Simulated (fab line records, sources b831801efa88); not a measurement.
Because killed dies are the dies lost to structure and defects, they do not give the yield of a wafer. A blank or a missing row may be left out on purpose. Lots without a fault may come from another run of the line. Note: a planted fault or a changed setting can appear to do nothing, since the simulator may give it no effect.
Which tool is to blame? :: flow sky130 :: Sampling: 11 lots, 33 wafers, 5 of 708 route steps

== WHAT EACH GAUGE READ, for each wafer ==
SKY_LI_CONTACT_THK_MEAS_01.
lot: L375
measured: day 27 23:50
on: filmMetro-03
LI_CONTACT_HDPCVD_THK (nm): 939 941 932

lot: L378
measured: day 29 15:52
on: filmMetro-02
LI_CONTACT_HDPCVD_THK (nm): 922 921 930

lot: L379
measured: day 29 18:30
on: filmMetro-01
LI_CONTACT_HDPCVD_THK (nm): 943 941 934

lot: L380
measured: day 30 02:04
on: filmMetro-02
LI_CONTACT_HDPCVD_THK (nm): 934 935 938

lot: L384
measured: day 31 11:11
on: filmMetro-01
LI_CONTACT_HDPCVD_THK (nm): 941 938 937

lot: L386
measured: day 31 21:59
on: filmMetro-01
LI_CONTACT_HDPCVD_THK (nm): 945 931 950

lot: L388
measured: day 32 15:11
on: filmMetro-03
LI_CONTACT_HDPCVD_THK (nm): 933 941 931

lot: L389
measured: day 32 23:46
on: filmMetro-02
LI_CONTACT_HDPCVD_THK (nm): 926 937 932

lot: L390
measured: day 33 10:50
on: filmMetro-02
LI_CONTACT_HDPCVD_THK (nm): 928 932 927

lot: L392
measured: day 33 21:43
on: filmMetro-03
LI_CONTACT_HDPCVD_THK (nm): 933 937 930

lot: L398
measured: day 36 03:12
on: filmMetro-01
LI_CONTACT_HDPCVD_THK (nm): 917 916 920

SKY_LOCAL_INTERCONNECT_OVL_MEAS_12.
lot: L375
measured: day 30 10:26
on: overlay-01
LOCAL_INTERCONNECT_OVL (nm): 3 9 4

lot: L378
measured: day 32 00:56
on: overlay-02
LOCAL_INTERCONNECT_OVL (nm): 2 -4 7

lot: L379
measured: day 32 04:55
on: overlay-01
LOCAL_INTERCONNECT_OVL (nm): -6 -5 -6

lot: L380
measured: day 32 12:13
on: overlay-01
LOCAL_INTERCONNECT_OVL (nm): 13 5 9

lot: L384
measured: day 33 17:44
on: overlay-01
LOCAL_INTERCONNECT_OVL (nm): 1 -1 -4

lot: L386
measured: day 34 04:47
on: overlay-02
LOCAL_INTERCONNECT_OVL (nm): 5 2 9

lot: L388
measured: day 34 22:11
on: overlay-02
LOCAL_INTERCONNECT_OVL (nm): 7 10 2

lot: L389
measured: day 35 07:41
on: overlay-02
LOCAL_INTERCONNECT_OVL (nm): 8 4 12

lot: L390
measured: day 35 17:29
on: overlay-01
LOCAL_INTERCONNECT_OVL (nm): -5 -2 7

lot: L392
measured: day 36 04:23
on: overlay-01
LOCAL_INTERCONNECT_OVL (nm): 7 5 9

lot: L398
measured: day 38 08:53
on: overlay-01
LOCAL_INTERCONNECT_OVL (nm): 6 -7 6

SKY_CONTACT_BOW_MEAS_05.
lot: L375
measured: day 30 11:46
on: filmMetro-03
CONTACT_BOW (um): 79 77 76

lot: L378
measured: day 32 02:14
on: filmMetro-03
CONTACT_BOW (um): 87 82 85

lot: L379
measured: day 32 06:20
on: filmMetro-03
CONTACT_BOW (um): 86 84 82

lot: L380
measured: day 32 13:29
on: filmMetro-02
CONTACT_BOW (um): 102 83 89

lot: L384
measured: day 33 19:09
on: filmMetro-02
CONTACT_BOW (um): 82 84 68

lot: L386
measured: day 34 06:04
on: filmMetro-04
CONTACT_BOW (um): 104 91 78

lot: L390
measured: day 35 18:47
on: filmMetro-04
CONTACT_BOW (um): 84 81 95

lot: L392
measured: day 36 06:04
on: filmMetro-03
CONTACT_BOW (um): 69 81 82

lot: L398
measured: day 38 10:11
on: filmMetro-02
CONTACT_BOW (um): 85 77 71

== WHAT TOOL EACH LOT RAN ON (gives the tool, then ch and the chambers of the sampled wafers, and finally the start) ==
lot: L375
SKY_LOCAL_INTERCONNECT_METAL_ETCH_14: rieMetal-01 ch 0,1, day 30 10:32
SKY_LOCAL_INTERCONNECT_STRIP_15: plasmaAsher-01 ch 0,1, day 30 10:35

lot: L378
SKY_LOCAL_INTERCONNECT_METAL_ETCH_14: rieMetal-03 ch 0,1, day 32 01:02
SKY_LOCAL_INTERCONNECT_STRIP_15: plasmaAsher-02 ch 0,1, day 32 01:05

lot: L379
SKY_LOCAL_INTERCONNECT_METAL_ETCH_14: rieMetal-01 ch 0,1, day 32 05:01
SKY_LOCAL_INTERCONNECT_STRIP_15: plasmaAsher-02 ch 0,1, day 32 05:04

lot: L380
SKY_LOCAL_INTERCONNECT_METAL_ETCH_14: rieMetal-01 ch 0,1, day 32 12:19
SKY_LOCAL_INTERCONNECT_STRIP_15: plasmaAsher-03 ch 0,1, day 32 12:22

lot: L384
SKY_LOCAL_INTERCONNECT_METAL_ETCH_14: rieMetal-04 ch 1, day 33 17:54
SKY_LOCAL_INTERCONNECT_STRIP_15: plasmaAsher-03 ch 0,1, day 33 18:00

lot: L386
SKY_LOCAL_INTERCONNECT_METAL_ETCH_14: rieMetal-01 ch 1, day 34 04:53
SKY_LOCAL_INTERCONNECT_STRIP_15: plasmaAsher-01 ch 0,1, day 34 04:56

lot: L388
SKY_LOCAL_INTERCONNECT_METAL_ETCH_14: rieMetal-03 ch 0,1, day 34 22:17
SKY_LOCAL_INTERCONNECT_STRIP_15: plasmaAsher-02 ch 0,1, day 34 22:20

lot: L389
SKY_LOCAL_INTERCONNECT_METAL_ETCH_14: rieMetal-04 ch 0,1, day 35 07:47
SKY_LOCAL_INTERCONNECT_STRIP_15: plasmaAsher-01 ch 0,1, day 35 07:52

lot: L390
SKY_LOCAL_INTERCONNECT_METAL_ETCH_14: rieMetal-03 ch 0,1, day 35 17:35
SKY_LOCAL_INTERCONNECT_STRIP_15: plasmaAsher-02 ch 0,1, day 35 17:40

lot: L392
SKY_LOCAL_INTERCONNECT_METAL_ETCH_14: rieMetal-03 ch 0,1, day 36 04:28
SKY_LOCAL_INTERCONNECT_STRIP_15: plasmaAsher-03 ch 0,1, day 36 04:31

lot: L398
SKY_LOCAL_INTERCONNECT_METAL_ETCH_14: rieMetal-01 ch 0,1, day 38 08:59
SKY_LOCAL_INTERCONNECT_STRIP_15: plasmaAsher-02 ch 0,1, day 38 09:02
- SKY_LOCAL_INTERCONNECT_METAL_ETCH_14: etches TiN in Cl2/BCl3, stops on PSG, target depth 110 nm, time 31.4 s.
- SKY_LOCAL_INTERCONNECT_STRIP_15: strips in O2/N2.

== AS READ BY THE TOOLS THEMSELVES (means over the sampled wafers that have a number; for cases with no such wafer, the mark the record gives instead) ==
SKY_LOCAL_INTERCONNECT_METAL_ETCH_14.
lot: L375
tool: rieMetal-01
bcl3FlowSccm (sccm): 29.99
biasW (W): 48.44
drypumpMotorCurrentA (A): 5.71
oesProductAu (a.u.): 0.938
throttleValvePct (%): 21.898

lot: L378
tool: rieMetal-03
bcl3FlowSccm (sccm): 29.95
biasW (W): 48.42
drypumpMotorCurrentA (A): 5.85
oesProductAu (a.u.): 0.936
throttleValvePct (%): 21.901

lot: L379
tool: rieMetal-01
bcl3FlowSccm (sccm): 29.91
biasW (W): 48.57
drypumpMotorCurrentA (A): 5.70
oesProductAu (a.u.): 0.943
throttleValvePct (%): 21.904

lot: L380
tool: rieMetal-01
bcl3FlowSccm (sccm): 30.00
biasW (W): 48.42
drypumpMotorCurrentA (A): 5.54
oesProductAu (a.u.): 0.934
throttleValvePct (%): 21.905

lot: L384
tool: rieMetal-04
bcl3FlowSccm (sccm): 30.09
biasW (W): 48.44
drypumpMotorCurrentA (A): 5.94
oesProductAu (a.u.): 0.935
throttleValvePct (%): 21.905

lot: L386
tool: rieMetal-01
bcl3FlowSccm (sccm): 29.90
biasW (W): 48.46
drypumpMotorCurrentA (A): 5.86
oesProductAu (a.u.): 0.937
throttleValvePct (%): 21.907

lot: L388
tool: rieMetal-03
bcl3FlowSccm (sccm): -
biasW (W): -
drypumpMotorCurrentA (A): -
oesProductAu (a.u.): -
throttleValvePct (%): -

lot: L389
tool: rieMetal-04
bcl3FlowSccm (sccm): -
biasW (W): -
drypumpMotorCurrentA (A): -
oesProductAu (a.u.): -
throttleValvePct (%): -

lot: L390
tool: rieMetal-03
bcl3FlowSccm (sccm): 30.04
biasW (W): 48.53
drypumpMotorCurrentA (A): 5.84
oesProductAu (a.u.): 0.934
throttleValvePct (%): 21.904

lot: L392
tool: rieMetal-03
bcl3FlowSccm (sccm): 30.02
biasW (W): 48.51
drypumpMotorCurrentA (A): 5.87
oesProductAu (a.u.): 0.943
throttleValvePct (%): 21.907

lot: L398
tool: rieMetal-01
bcl3FlowSccm (sccm): 30.02
biasW (W): 48.51
drypumpMotorCurrentA (A): 5.53
oesProductAu (a.u.): 0.941
throttleValvePct (%): 21.893

SKY_LOCAL_INTERCONNECT_STRIP_15.
lot: L375
tool: plasmaAsher-01
drypumpMotorCurrentA (A): 5.7
o2FlowSccm (sccm): 2999
oesProductAu (a.u.): 0.431
stripTimeToEndpointS (s): 4.729

lot: L378
tool: plasmaAsher-02
drypumpMotorCurrentA (A): 5.6
o2FlowSccm (sccm): 3007
oesProductAu (a.u.): 0.430
stripTimeToEndpointS (s): 4.762

lot: L379
tool: plasmaAsher-02
drypumpMotorCurrentA (A): 5.6
o2FlowSccm (sccm): 2998
oesProductAu (a.u.): 0.425
stripTimeToEndpointS (s): 4.724

lot: L380
tool: plasmaAsher-03
drypumpMotorCurrentA (A): 5.2
o2FlowSccm (sccm): 3000
oesProductAu (a.u.): 0.423
stripTimeToEndpointS (s): 4.732

lot: L384
tool: plasmaAsher-03
drypumpMotorCurrentA (A): 5.4
o2FlowSccm (sccm): 2999
oesProductAu (a.u.): 0.428
stripTimeToEndpointS (s): 4.727

lot: L386
tool: plasmaAsher-01
drypumpMotorCurrentA (A): 5.7
o2FlowSccm (sccm): 2998
oesProductAu (a.u.): 0.426
stripTimeToEndpointS (s): 4.703

lot: L388
tool: plasmaAsher-02
drypumpMotorCurrentA (A): 5.6
o2FlowSccm (sccm): 3003
oesProductAu (a.u.): 0.445
stripTimeToEndpointS (s): 5.195

lot: L389
tool: plasmaAsher-01
drypumpMotorCurrentA (A): 5.6
o2FlowSccm (sccm): 2998
oesProductAu (a.u.): 0.445
stripTimeToEndpointS (s): 5.204

lot: L390
tool: plasmaAsher-02
drypumpMotorCurrentA (A): 5.3
o2FlowSccm (sccm): 2996
oesProductAu (a.u.): 0.424
stripTimeToEndpointS (s): 4.727

lot: L392
tool: plasmaAsher-03
drypumpMotorCurrentA (A): 5.2
o2FlowSccm (sccm): 2997
oesProductAu (a.u.): 0.424
stripTimeToEndpointS (s): 4.751

lot: L398
tool: plasmaAsher-02
drypumpMotorCurrentA (A): 5.6
o2FlowSccm (sccm): 2993
oesProductAu (a.u.): 0.427
stripTimeToEndpointS (s): 4.708

== THE ANSWER, worked out from the rows above alone ==
Rule: what is usual is taken from the lots themselves. The widest of any qualifying gaps counts: lots, ordered by their means at a reading, are off when they make up no more than a third of the lots, leave a main group of 4 or more, and stand apart from it by 3 or more times the standard deviation of that group's means. A main group is skipped when, at the precision printed for the reading in the tables above, its means are all equal. A lot without any number at a reading at which 4 lots or more have one is off too. Any other lot the step has rows for is counted as sound. The gauges are gone through in route order, then the tools' own readings, and for those a lot's mean is taken as printed above. The first step at which some lot is off is used, and at that step the reading that is off furthest; a lot without a number counts as furthest.
Off: L388, L389, at SKY_LOCAL_INTERCONNECT_METAL_ETCH_14 (bcl3FlowSccm). Without a number there: L388, L389. For the main group the mean is 29.99 sccm and the standard deviation 0.058.
If a tool, at that step or one of the process steps before it, ran each lot that is off and ran no sound lot following the first of them, it fits. No candidate that was tried fits.

== WHAT THE SIMULATOR HAD INSERTED ==
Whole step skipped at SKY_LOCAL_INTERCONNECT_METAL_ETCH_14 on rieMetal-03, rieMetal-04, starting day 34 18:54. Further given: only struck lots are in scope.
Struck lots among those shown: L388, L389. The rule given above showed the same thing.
